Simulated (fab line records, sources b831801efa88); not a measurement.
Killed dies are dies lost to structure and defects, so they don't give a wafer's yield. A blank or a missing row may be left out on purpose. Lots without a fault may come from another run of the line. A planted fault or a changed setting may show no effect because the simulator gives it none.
A struck lot beside a sound one | flow sky130 | 35 steps out of a route of 708
Sound: wafers L100.1, L100.4, L100.6. Struck: wafers L112.2, L112.3. (L112.5 of the same lot was not struck and is left out.) The cause comes at the end.
At each step with rows: each side's tool, then ch and its chambers, then its first start. Under that, the readings that differ: sound wafers | struck wafers | difference of the means | sigmas: that difference in standard deviations of wafers without a fault.
alike: readings whose means differ by less than 2 such deviations, and words and numbers that are the same on both sides. not compared: withheld readings, readings that some wafer has no value for, bounds like >300 that may hide the same value, and numbers for which the record gives no deviation and whose values overlap.
The two part at a step that has a row with sigmas, a row that says differs or no value, or rows on one side only. Numbers that don't overlap but have no deviation are shown without sigmas and don't part them. A reading that every wafer of one side lacks parts them only if that side has two wafers or more.

first, 4 steps without rows for these wafers: SKY_METAL5_SOFTBAKE_10 (time 60 s); SKY_METAL5_EXPOSE_11 (exposes mask MM5, target cd 1600 nm); SKY_METAL5_PEB_12; SKY_METAL5_DEVELOP_13 (develop time 60 s).
SKY_METAL5_DESCUM_14: chemistry O2, time 11 s.
  sound on rie_metal-03 ch 0,1, day 44 17:09; struck on rie_metal-03 ch 0,1, day 47 16:59
  alike: drypump_motor_current_A, oes_product_au, temp_c
  not compared: rf_hours_counter_h
SKY_METAL5_METAL_ETCH_15: etches the open film in Cl2/BCl3, stops on SiO2, target depth 1260 nm, time 252 s.
  sound on rie_metal-03 ch 0,1, day 44 17:11; struck on rie_metal-03 ch 0,1, day 47 17:01
  alike: drypump_motor_current_A, oes_product_au, throttle_valve_pct
  not compared: rf_hours_counter_h
then, 4 steps without rows for these wafers: SKY_METAL5_STRIP_16 (strips in O2/N2); SKY_METAL5_STRIP_17 (strips in post etch residue remover, time 1200 s); SKY_METAL5_CLEAN_18 (cleans in IPA, time 180 s); SKY_METAL5_CLEAN_19 (cleans in O3/DIW).
SKY_PASSIVATION_CVD_00: deposits SiO2, target thk 90 nm.
  sound on pecvd-03 ch 0,1,2, day 44 18:02; struck on pecvd-01 ch 1,2, day 47 17:50
  alike: heater_power_w
SKY_PASSIVATION_THK_MEAS_01:
  sound on film_metro-02, day 44 18:03; struck on film_metro-02, day 47 17:52
  alike: PASSIVATION_CVD_00_THK
SKY_PASSIVATION_CVD_02: deposits Si3N4, target thk 540 nm.
  sound on pecvd-01 ch 0, day 44 18:07; struck on pecvd-02 ch 0,2, day 47 17:55
  reading                                       | sound             | struck      | difference | sigmas
  model.Si3N4_of_PASSIVATION_CVD_02.thk_nm (nm) | 536.1 546.8 543.6 | 561.2 576.7 | +26.8      |
  alike: heater_power_w
SKY_PASSIVATION_THK_MEAS_03:
  sound on film_metro-02, day 44 18:27; struck on film_metro-01, day 47 18:10
  reading                     | sound       | struck  | difference | sigmas
  PASSIVATION_CVD_02_THK (nm) | 536 547 543 | 562 577 | +28        | +4
then, 7 steps without rows for these wafers: SKY_PASSIVATION_DEHYDRATE_04 (time 60 s); SKY_PASSIVATION_HMDS_05 (prime time 60 s); SKY_PASSIVATION_COAT_06 (resist thk 3000 nm); SKY_PASSIVATION_SOFTBAKE_07; SKY_PASSIVATION_EXPOSE_08 (exposes mask NSM, target cd 3000 nm); SKY_PASSIVATION_PEB_09; SKY_PASSIVATION_DEVELOP_10 (develop time 60 s).
SKY_PASSIVATION_ETCH_11: etches the open film in CF4/O2, stops on AlCu, target depth 725 nm, time 161.1 s.
  sound on rie_diel-03 ch 0,2,3, day 45 17:24; struck on rie_diel-04 ch 0,1, day 48 13:39
  reading                                 | sound             | struck    | difference | sigmas
  model.etch.depth_nm (nm)                | 701.7 713.5 710.4 | 725 724.5 | +16        |
  model.PASSIVATION.feature_depth_nm (nm) | 701.7 713.5 710.4 | 725 724.5 | +16        |
  alike: O2_flow_sccm, drypump_motor_current_A, oes_product_au, throttle_valve_pct
  not compared: rf_hours_counter_h
SKY_PASSIVATION_STRIP_12: strips in O2/N2.
  sound on plasma_asher-01 ch 0,1, day 45 17:31; struck on plasma_asher-01 ch 0, day 48 13:45
  alike: drypump_motor_current_A, oes_product_au, strip_time_to_endpoint_s
  not compared: rf_hours_counter_h
then, 7 steps without rows for these wafers: SKY_PAD_OPEN_DEHYDRATE_00 (time 60 s); SKY_PAD_OPEN_HMDS_01 (prime time 60 s); SKY_PAD_OPEN_COAT_02 (resist thk 3000 nm); SKY_PAD_OPEN_SOFTBAKE_03; SKY_PAD_OPEN_EXPOSE_04 (exposes mask PDM, target cd 60000 nm); SKY_PAD_OPEN_PEB_05; SKY_PAD_OPEN_DEVELOP_06 (develop time 60 s).
SKY_PAD_OPEN_ETCH_07: etches the open film in CF4/O2, stops on AlCu, target depth 725 nm, time 161.1 s.
  sound on rie_diel-03 ch 2,3, day 46 15:03; struck on rie_diel-03 ch 2,3, day 49 07:47
  reading                              | sound             | struck    | difference | sigmas
  model.PAD_OPEN.feature_depth_nm (nm) | 701.7 713.5 710.4 | 725 721.6 | +15        |
  model.etch.depth_nm (nm)             | 701.7 713.5 710.4 | 725 721.6 | +15        |
  alike: O2_flow_sccm, drypump_motor_current_A, oes_product_au, throttle_valve_pct
  not compared: rf_hours_counter_h
SKY_PAD_OPEN_STRIP_08: strips in O2/N2.
  sound on plasma_asher-02 ch 0,1, day 46 15:09; struck on plasma_asher-04 ch 0,1, day 49 07:53
  reading                      | sound             | struck      | difference | sigmas
  strip_time_to_endpoint_s (s) | 37.12 37.17 37.23 | 36.91 37.05 | -0.19      | -2
  alike: drypump_motor_current_A, oes_product_au
  not compared: rf_hours_counter_h
SKY_PAD_OPEN_STRIP_09: strips in post etch residue remover, time 1200 s.
  sound on wet_bench-01 ch 1, day 46 15:15; struck on wet_bench-01 ch 0, day 49 07:59
  reading                                       | sound             | struck      | difference | sigmas
  model.Si3N4_of_PASSIVATION_CVD_02.thk_nm (nm) | 535.7 546.4 543.3 | 560.8 576.3 | +26.8      |
  alike: bath_heat_duty_pct, temp_c
then, 1 step without rows for these wafers: SKY_PAD_OPEN_CLEAN_10 (cleans in IPA, time 180 s).
SKY_PAD_OPEN_PROBE_99:
  the record has rows for the sound wafers here (prober-02, day 46 17:22) and none for the struck ones

WHERE THEY PART
First at SKY_PASSIVATION_THK_MEAS_03; last, within this record, at SKY_PAD_OPEN_PROBE_99.

WHY: what the simulator had put in
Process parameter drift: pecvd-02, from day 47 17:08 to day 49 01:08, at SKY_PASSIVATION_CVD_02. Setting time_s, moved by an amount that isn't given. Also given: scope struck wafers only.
